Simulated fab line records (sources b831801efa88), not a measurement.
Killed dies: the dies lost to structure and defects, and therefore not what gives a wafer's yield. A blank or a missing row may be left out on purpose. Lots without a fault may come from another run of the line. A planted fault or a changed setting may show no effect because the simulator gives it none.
fab line records | flow gf180mcu
record: lots: 6 | wafers: 18 | last-day: 33
route steps=602 shown V5@549
lots that met no fault: from a run of the same line without faults
start-h: hours from the record's first day to the start of the lot's first wafer shown | wait-h: hours elapsed since this lot's preceding step | " as in the row above | L1.1+2: a single row standing in for several wafers | - either no value or no given start | * or withheld: withheld | < > ~ a bound
route shown NAME@n: names a module that has steps shown in the file, with the first one's number in the route | usual: mean/standard deviation of fault-free wafers | same: alike in all rows | chamber/n: place in a boat | sites: each site's reading | _std_site: the standard deviation of these | _edge_site: inner sites' mean taken away from outer sites' mean | radius-mm: for every site, how far away it sits from the centre of the wafer | mask NAME#n: copy n | behind: the tool/chamber that last shaped the wafer | hold: why the lot went on hold/how many hours it stayed there/how the hold came to an end | device: whichever transistor did not switch (one of n, p or np) | end of line: tests run on the same wafers once the route is complete | a step without rows: its recipe alone | killed: the dies lost at the first sort to structure and to defects; this is not the yield of the wafer | map: shows each die of a wafer: x if killed, . if not, _ if none is there
set.NAME: setting as actually run; set.NAME@STEP: the setting as run at that earlier step | model.NAME: the simulator's own value behind a step, which no gauge read
certain route steps with their lots: each step a table, each wafer a row
services: when a tool's chamber went out of use (start-h, in hours from the record's first day, below 0 if earlier), for how many hours, and the reason
== steps ==
step: GF_V5_COAT_09
recipe: resist: KrF | spin-rpm: withheld | resist-thk-nm: 1000
step: GF_V5_SOFTBAKE_10
recipe: temp-c: 130 | time-s: 60 | resist: KrF
step: GF_V5_EXPOSE_11
recipe: mask-id: Via5 | target-cd-nm: 260 | na: 0.68 | source-shape: conventional | sigma-outer: 0.6 | dose-mj: 38
step: GF_V5_PEB_12
recipe: peb-temp-c: 135 | peb-time-s: 90 | resist: KrF
step: GF_V5_DEVELOP_13
recipe: develop-time-s: 60 | resist: KrF | dev-temp-c: 21
step: GF_V5_CD_MEAS_14
recipe: target-cd-nm: 260
usual: cd-nm: 260.4/1.4
lot.wafer | tool      | chamber | start-h | wait-h | cd-nm
L405.1    | cd-sem-02 | -       | 674.83  | 0.1    | 256.3
L405.3    | "         | -       | "       | "      | 258.0
L405.6    | "         | -       | "       | "      | 257.4
L410.1    | cd-sem-01 | -       | 716.63  | 0.1    | 260.8
L410.2    | "         | -       | "       | "      | 261.2
L410.5    | "         | -       | "       | "      | 261.6
L411.2    | cd-sem-01 | -       | 718.48  | 0.1    | 259.0
L411.3    | "         | -       | "       | "      | 258.8
L411.4    | "         | -       | "       | "      | 258.9
L415.1    | cd-sem-01 | -       | 745.03  | 0.1    | 259.5
L415.3    | "         | -       | "       | "      | 259.2
L415.4    | "         | -       | "       | "      | 258.6
L417.2    | cd-sem-02 | -       | 759.70  | 0.1    | 261.0
L417.4    | "         | -       | "       | "      | 261.5
L417.5    | "         | -       | "       | "      | 261.6
L418.1    | cd-sem-01 | -       | 763.71  | 0.1    | 261.0
L418.2    | "         | -       | "       | "      | 260.8
L418.3    | "         | -       | "       | "      | 260.8
step: GF_V5_OVL_MEAS_15
usual: V5_OVL: 3/5.2
lot.wafer | tool       | chamber | start-h | wait-h | V5_OVL[nm]
L405.1    | overlay-01 | -       | 674.95  | 0.1    | 4
L405.3    | "          | -       | "       | "      | 7
L405.6    | "          | -       | "       | "      | -1
L410.1    | overlay-01 | -       | 716.75  | 0.1    | 3
L410.2    | "          | -       | "       | "      | 0
L410.5    | "          | -       | "       | "      | 8
L411.2    | overlay-01 | -       | 718.58  | 0.1    | 5
L411.3    | "          | -       | "       | "      | -5
L411.4    | "          | -       | "       | "      | 2
L415.1    | overlay-02 | -       | 745.15  | 0.1    | 8
L415.3    | "          | -       | "       | "      | 8
L415.4    | "          | -       | "       | "      | 2
L417.2    | overlay-01 | -       | 759.81  | 0.1    | -1
L417.4    | "          | -       | "       | "      | -2
L417.5    | "          | -       | "       | "      | 2
L418.1    | overlay-02 | -       | 763.83  | 0.1    | 10
L418.2    | "          | -       | "       | "      | 10
L418.3    | "          | -       | "       | "      | 4
step: GF_V5_ETCH_16
recipe: chemistry: N2/H2 | target-depth-a: withheld | overetch-a: withheld | time-s: withheld | target: BARC | ion-energy-ev: 200 | source-w: 500 | bias-w: 100 | pressure-mtorr: 30 | n2-flow-sccm: 100 | h2-flow-sccm: 200
usual: drypump-motor-current-A: 5.8/0.3 | oes-product-au: 0.854/0.005 | throttle-valve-pct: 13.224/0.0089
lot.wafer | tool        | chamber | start-h | wait-h | drypump-motor-current-A | oes-product-au | throttle-valve-pct
L405.1    | rie-diel-03 | 0       | 674.99  | 0.0    | 6.0                     | 0.851          | 13.213
L405.3    | "           | 3       | "       | "      | 6.1                     | 0.853          | 13.231
L405.6    | "           | 0       | "       | "      | 5.9                     | 0.842          | 13.237
L410.1    | rie-diel-03 | 0       | 716.79  | 0.0    | 6.0                     | 0.862          | 13.237
L410.2    | "           | 1       | "       | "      | 5.8                     | 0.856          | 13.223
L410.5    | "           | 0       | "       | "      | 6.0                     | 0.862          | 13.224
L411.2    | rie-diel-03 | 0       | 718.61  | 0.0    | 6.0                     | 0.856          | 13.212
L411.3    | "           | 1       | "       | "      | 5.8                     | 0.844          | 13.221
L411.4    | "           | 2       | "       | "      | 5.5                     | 0.860          | 13.212
L415.1    | rie-diel-03 | 2       | 745.19  | 0.0    | 5.5                     | 0.850          | 13.212
L415.3    | "           | 0       | "       | "      | 5.9                     | 0.851          | 13.218
L415.4    | "           | 3       | "       | "      | 6.0                     | 0.849          | 13.224
L417.2    | rie-diel-01 | 3       | 759.84  | 0.0    | 5.5                     | 0.861          | 13.217
L417.4    | "           | 2       | "       | "      | 5.7                     | 0.855          | 13.222
L417.5    | "           | 2       | "       | "      | 5.7                     | 0.855          | 13.222
L418.1    | rie-diel-03 | 2       | 763.87  | 0.0    | 5.5                     | 0.852          | 13.210
L418.2    | "           | 0       | "       | "      | 5.9                     | 0.860          | 13.224
L418.3    | "           | 3       | "       | "      | 6.1                     | 0.856          | 13.214
step: GF_V5_ETCH_17
recipe: chemistry: C4F8/O2/Ar | mask-material: KrF | target: SiO2 | stop-on: TiN | source-w: 1500 | bias-w: 1200 | pressure-mtorr: 40 | c4f8-flow-sccm: withheld | O2_flow_sccm: 6 | Ar_flow_sccm: 300 | time-s: withheld | target-depth-a: 8550
usual: oes-product-au: 0.859/0.0042
lot.wafer | tool        | chamber | start-h | wait-h | oes-product-au
L405.1    | rie-diel-03 | 0       | -       | -      | 0.866
L405.3    | "           | 3       | "       | "      | 0.857
L405.6    | "           | 0       | "       | "      | 0.870
L410.1    | rie-diel-03 | 0       | -       | -      | 0.865
L410.2    | "           | 1       | "       | "      | 0.861
L410.5    | "           | 0       | "       | "      | 0.859
L411.2    | rie-diel-03 | 0       | -       | -      | 0.864
L411.3    | "           | 1       | "       | "      | 0.858
L411.4    | "           | 2       | "       | "      | 0.848
L415.1    | rie-diel-03 | 2       | -       | -      | 0.864
L415.3    | "           | 0       | "       | "      | 0.863
L415.4    | "           | 3       | "       | "      | 0.863
L417.2    | rie-diel-01 | 3       | -       | -      | 0.854
L417.4    | "           | 2       | "       | "      | 0.863
L417.5    | "           | 2       | "       | "      | 0.854
L418.1    | rie-diel-03 | 2       | -       | -      | 0.862
L418.2    | "           | 0       | "       | "      | 0.855
L418.3    | "           | 3       | "       | "      | 0.864
step: GF_V5_STRIP_18
recipe: chemistry: O2/N2 | power-w: 1400 | pressure-mtorr: 1500 | platen-temp-c: 250 | o2-flow-sccm: 3000 | n2-flow-sccm: 300 | overash-fraction: 0.5
usual: drypump-motor-current-A: 5.8/0.49 | heater-power-w: 320/24 | oes-product-au: 0.568/0.006
lot.wafer | tool            | chamber | start-h | wait-h | drypump-motor-current-A | heater-power-w | oes-product-au | rf-hours-counter-h
L405.1    | plasma-asher-04 | 0       | 675.14  | -      | 5.2                     | 332            | 0.571          | 107
L405.3    | "               | 1       | "       | "      | 5.8                     | 357            | 0.571          | -
L405.6    | "               | 0       | "       | "      | 5.2                     | 332            | 0.567          | -
L410.1    | plasma-asher-04 | 1       | 716.94  | -      | 5.7                     | 356            | 0.559          | 111
L410.2    | "               | 0       | "       | "      | 5.2                     | 326            | 0.560          | 111
L410.5    | "               | 1       | "       | "      | 5.8                     | 359            | 0.570          | -
L411.2    | plasma-asher-02 | 0       | 718.77  | -      | 6.3                     | 311            | 0.571          | 28
L411.3    | "               | 0       | "       | "      | 6.2                     | 299            | 0.575          | -
L411.4    | "               | 1       | "       | "      | 6.2                     | 287            | 0.558          | -
L415.1    | plasma-asher-01 | 0       | 745.34  | -      | 5.0                     | 321            | 0.553          | 97
L415.3    | "               | 1       | "       | "      | 5.7                     | 347            | 0.559          | -
L415.4    | "               | 0       | "       | "      | 5.0                     | 327            | 0.572          | -
L417.2    | plasma-asher-01 | 1       | 759.99  | -      | 5.7                     | 360            | 0.571          | 98
L417.4    | "               | 0       | "       | "      | 4.9                     | 325            | 0.569          | -
L417.5    | "               | 0       | "       | "      | 4.9                     | 314            | 0.561          | -
L418.1    | plasma-asher-04 | 0       | 764.02  | -      | 5.2                     | 339            | 0.560          | 2
L418.2    | "               | 1       | "       | "      | 5.8                     | 372            | 0.570          | 2
L418.3    | "               | 1       | "       | "      | 5.8                     | 355            | 0.558          | -
step: GF_V5_STRIP_19
recipe: chemistry: post-etch-residue-remover | time-s: 1200 | temp-c: 72.5
step: GF_V5_CLEAN_20
recipe: chemistry: DIW | dry: n2-spin
step: GF_V5_SPUTTER_21
recipe: material: Ti | target-thk-nm: 15 | chamber-pressure-pa: 5 | power-w: 2500 | substrate-temp-c: 200 | time-s: 80.02
usual: cathode-dc-power-W: 2500.0/0.5 | chamber-pressure-pa: 5.001/0.0095 | throttle-valve-pct: 29.5/0.87
lot.wafer | tool           | chamber | start-h | wait-h | cathode-dc-power-W | chamber-pressure-pa | throttle-valve-pct
L405.1    | pvd-sputter-01 | -       | 675.67  | 0.0    | 2501.1             | 4.997               | 29.6
L405.3    | "              | -       | "       | "      | 2499.6             | 5.001               | 30.4
L405.6    | "              | -       | "       | "      | 2500.1             | 4.986               | 30.1
L410.1    | pvd-sputter-02 | -       | 717.60  | 0.0    | 2499.2             | 4.998               | 30.7
L410.2    | "              | -       | "       | "      | 2499.8             | 5.006               | 28.2
L410.5    | "              | -       | "       | "      | 2500.8             | 4.994               | 28.9
L411.2    | pvd-sputter-01 | -       | 719.33  | 0.0    | 2500.3             | 5.012               | 30.0
L411.3    | "              | -       | "       | "      | 2500.0             | 5.004               | 30.0
L411.4    | "              | -       | "       | "      | 2500.2             | 5.000               | 30.0
L415.1    | pvd-sputter-04 | -       | 745.90  | 0.0    | 2500.2             | 4.995               | 29.7
L415.3    | "              | -       | "       | "      | 2500.5             | 5.009               | 28.6
L415.4    | "              | -       | "       | "      | 2500.3             | 5.001               | 28.7
L417.2    | pvd-sputter-02 | -       | 760.55  | 0.0    | -                  | -                   | -
L417.4    | "              | -       | "       | "      | -                  | -                   | -
L417.5    | "              | -       | "       | "      | -                  | -                   | -
L418.1    | pvd-sputter-02 | -       | 764.58  | 0.0    | -                  | -                   | -
L418.2    | "              | -       | "       | "      | -                  | -                   | -
L418.3    | "              | -       | "       | "      | -                  | -                   | -
step: GF_V5_SPUTTER_22
recipe: material: TiN | target-thk-nm: 10 | chamber-pressure-pa: 5 | power-w: 4000 | time-s: 40
usual: cathode-dc-power-W: 3999.9/0.78 | chamber-pressure-pa: 5.001/0.0086 | throttle-valve-pct: 29.6/0.89
lot.wafer | tool           | chamber | start-h | wait-h | cathode-dc-power-W | chamber-pressure-pa | throttle-valve-pct
L405.1    | pvd-sputter-01 | -       | 675.73  | 0.0    | 4000.0             | 5.000               | 29.7
L405.3    | "              | -       | "       | "      | 3999.8             | 5.004               | 30.3
L405.6    | "              | -       | "       | "      | 4001.7             | 5.006               | 30.2
L410.1    | pvd-sputter-02 | -       | 717.66  | 0.0    | 4000.5             | 5.001               | 30.4
L410.2    | "              | -       | "       | "      | 4001.5             | 4.995               | 28.3
L410.5    | "              | -       | "       | "      | 4000.3             | 4.984               | 29.1
L411.2    | pvd-sputter-01 | -       | 719.39  | 0.0    | 3999.9             | 5.006               | 29.9
L411.3    | "              | -       | "       | "      | 4000.5             | 5.001               | 30.1
L411.4    | "              | -       | "       | "      | 4000.6             | 5.004               | 30.5
L415.1    | pvd-sputter-04 | -       | 745.96  | 0.0    | 4001.4             | 5.006               | 29.8
L415.3    | "              | -       | "       | "      | 4000.3             | 4.996               | 28.3
L415.4    | "              | -       | "       | "      | 4001.4             | 4.997               | 28.7
L417.2    | pvd-sputter-02 | -       | 760.61  | 0.0    | 4001.0             | 5.020               | 29.6
L417.4    | "              | -       | "       | "      | 4000.0             | 5.011               | 28.8
L417.5    | "              | -       | "       | "      | 3999.3             | 5.005               | 28.2
L418.1    | pvd-sputter-02 | -       | 764.64  | 0.0    | 3999.7             | 4.996               | 29.1
L418.2    | "              | -       | "       | "      | 3998.8             | 4.998               | 28.3
L418.3    | "              | -       | "       | "      | 4000.1             | 5.006               | 30.6
== services ==
tool            | chamber | start-h | hours | kind
plasma-asher-02 | -       | 653.73  | 8.2   | repair
plasma-asher-01 | -       | 661.91  | 15.6  | pm
rie-diel-01     | 3       | 675.71  | -     | clean
rie-diel-01     | 3       | 675.71  | 15.2  | scheduled-down
rie-diel-01     | 3       | 675.71  | 15.2  | vent-cycle
plasma-asher-01 | -       | 677.51  | 14.6  | pm
pvd-sputter-01  | -       | 682.93  | 2.6   | repair
plasma-asher-01 | -       | 692.11  | 1.7   | pm
plasma-asher-04 | -       | 696.87  | 6.8   | repair
rie-diel-03     | 3       | 723.48  | 3.5   | repair
plasma-asher-04 | -       | 733.75  | 9.0   | pm
plasma-asher-04 | 0       | 733.75  | 9.0   | vent-cycle
plasma-asher-04 | 1       | 733.75  | 9.0   | vent-cycle
pvd-sputter-02  | -       | 738.22  | 2.4   | repair
plasma-asher-04 | 0       | 742.75  | -     | clean
plasma-asher-04 | 1       | 742.75  | -     | clean
plasma-asher-04 | -       | 744.69  | 1.2   | repair
== key ==
first-sign: step: GF_V5_SPUTTER_21 | reading: tool-record | direction: missing
effect none on later readings
met-at GF_V5_SPUTTER_21
struck-wafers L417.2,L417.4,L417.5,L418.1,L418.2,L418.3
later-rows-left-out L417.2,L417.4,L417.5,L418.1,L418.2,L418.3
sort-left-out L417.2,L417.4,L417.5,L418.1,L418.2,L418.3
onset-between 717.60 760.55
fault: kind: skipped-step-whole | tool: pvd-sputter-02 | chamber: - | onset-h: 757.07 | steps: GF_V5_SPUTTER_21 | scope: struck-lots-only
sort-left-out: the simulated sort isn't trusted on such a fault, so these wafers' sort isn't shown, and their yield isn't known
later-rows-left-out: the simulator's readings of these wafers behind a module that went badly wrong aren't trusted and aren't shown, but for the sort
